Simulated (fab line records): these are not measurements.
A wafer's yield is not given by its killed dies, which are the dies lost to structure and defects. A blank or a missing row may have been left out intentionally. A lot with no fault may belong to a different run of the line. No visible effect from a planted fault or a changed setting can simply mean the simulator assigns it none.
A lot that was struck, set against a sound lot	flow sky130	15 steps out of a route of 708
Sound: these wafers, L595.3, L595.4, L595.5. Wafers struck: L608.1, L608.2, L608.6. The cause is named last.
Order at every step that has rows: each side's tool, ch and its chambers, its first start. Under that, the readings that differ: sound wafers	struck wafers	difference of the means	sigmas: that difference in standard deviations of wafers without a fault.
alike: same words and numbers on both sides, and readings whose means sit less than 2 such deviations apart. not compared: any withheld reading, any reading some wafer has no value for, any bound like >300 that may hide the same value, and any number with overlapping values for which the record gives no deviation.
Wherever a step has rows on one side only, a row that says differs or no value, or a row with sigmas, the two part there. Non-overlapping numbers with no deviation appear without sigmas and do not part them. A reading that every wafer of one side lacks parts them only if that side has two wafers or more.

SKY_VIA3_ETCH_14: etches BARC in N2/H2, stops on SiO2, time 45.9 s, target depth 60 nm.
  sound on rie-diel-02 ch 0,2,3, day 41 19:32; struck on rie-diel-01 ch 2,3, day 45 08:40
  alike: drypump-motor-current-A, oes-product-au, throttle-valve-pct
  not compared: rf-hours-counter-h
SKY_VIA3_ETCH_15: etches SiO2 in C4F8/O2/Ar, stops on TiN, target depth 507 nm, time 78 s.
  sound on rie-diel-02 ch 0,2,3, day 41 19:35; struck on rie-diel-01 ch 2,3, day 45 08:43
  alike: oes-product-au
  not compared: rf-hours-counter-h
SKY_VIA3_STRIP_16: strips in O2/N2.
  sound on plasma-asher-02 ch 0,1, day 41 19:41; struck on plasma-asher-02 ch 0,1, day 45 08:46
  alike: drypump-motor-current-A, oes-product-au, strip-time-to-endpoint-s
  not compared: rf-hours-counter-h
then, 5 steps without rows for these wafers: SKY_VIA3_STRIP_17 (strips in post etch residue remover, time 1200 s); SKY_VIA3_CLEAN_18 (cleans in IPA, time 180 s); SKY_VIA3_CLEAN_19 (cleans in O3/DIW); SKY_VIA3_SPUTTER_20 (material TiN, target thk 20 nm, time 80 s); SKY_VIA3_CVD_21 (deposits W, target thk 390 nm, time 117.31 s).
SKY_VIA3_RS_MEAS_22: measures by four-point-probe.
  sound on film-metro-02, day 41 20:28; struck on film-metro-01, day 45 09:33
  alike: VIA3_W_RS
SKY_VIA3_THK_MEAS_23: measures by xrf.
  sound on film-metro-02, day 41 20:34; struck on film-metro-01, day 45 09:40
  alike: VIA3_W_THK
then, 1 step without rows for these wafers: SKY_VIA3_CMP_24 (polishes, stops on SiO2, t overpolish 20 s, target thk 0 nm).
SKY_METAL4_SPUTTER_00: material Ti, target thk 15 nm, time 10 s.
  sound on pvd-sputter-03, day 41 20:54; struck on pvd-sputter-03, day 45 10:04
  alike: chamber-pressure-pa, throttle-valve-pct
SKY_METAL4_SPUTTER_01: material TiN, target thk 20 nm, time 16.7 s.
  sound on pvd-sputter-03, day 41 20:55; struck on pvd-sputter-03, day 45 10:06
reading	sound	struck	difference	sigmas
model.TiN_of_METAL4_SPUTTER_01.thk-nm (nm)	20.02 20.24 20.13	22.1 22.05 22.17	+2.0	
  alike: chamber-pressure-pa, throttle-valve-pct
SKY_METAL4_SPUTTER_02: material AlCu, target thk 735 nm, time 39.1 s.
  sound on pvd-sputter-03, day 41 20:57; struck on pvd-sputter-03, day 45 10:07
  alike: chamber-pressure-pa, throttle-valve-pct
-- the record jumps here: 5 days lie between the struck wafers' starts before and after (it left off in module METAL4 and takes up again in module PAD_OPEN, whose first step shown is number 708 of the route) --
SKY_PAD_OPEN_PROBE_99:
  sound on prober-01, day 47 15:50; struck on prober-02, day 50 10:20
  alike: defect-limited-yield, killed_at_M0_to_M3, killed_at_M4_up, killed-at-contacts, killed-at-front-end, killed-at-other, killed-dies, killed-open, killed-short, sort_bin_3_pad_short, sort_bin_5_function, sort_bin_6_memory, sort-n-pass, sort-yield-pct

WHERE THEY PART
Nowhere in this record.

WHY: whatever the simulator had introduced
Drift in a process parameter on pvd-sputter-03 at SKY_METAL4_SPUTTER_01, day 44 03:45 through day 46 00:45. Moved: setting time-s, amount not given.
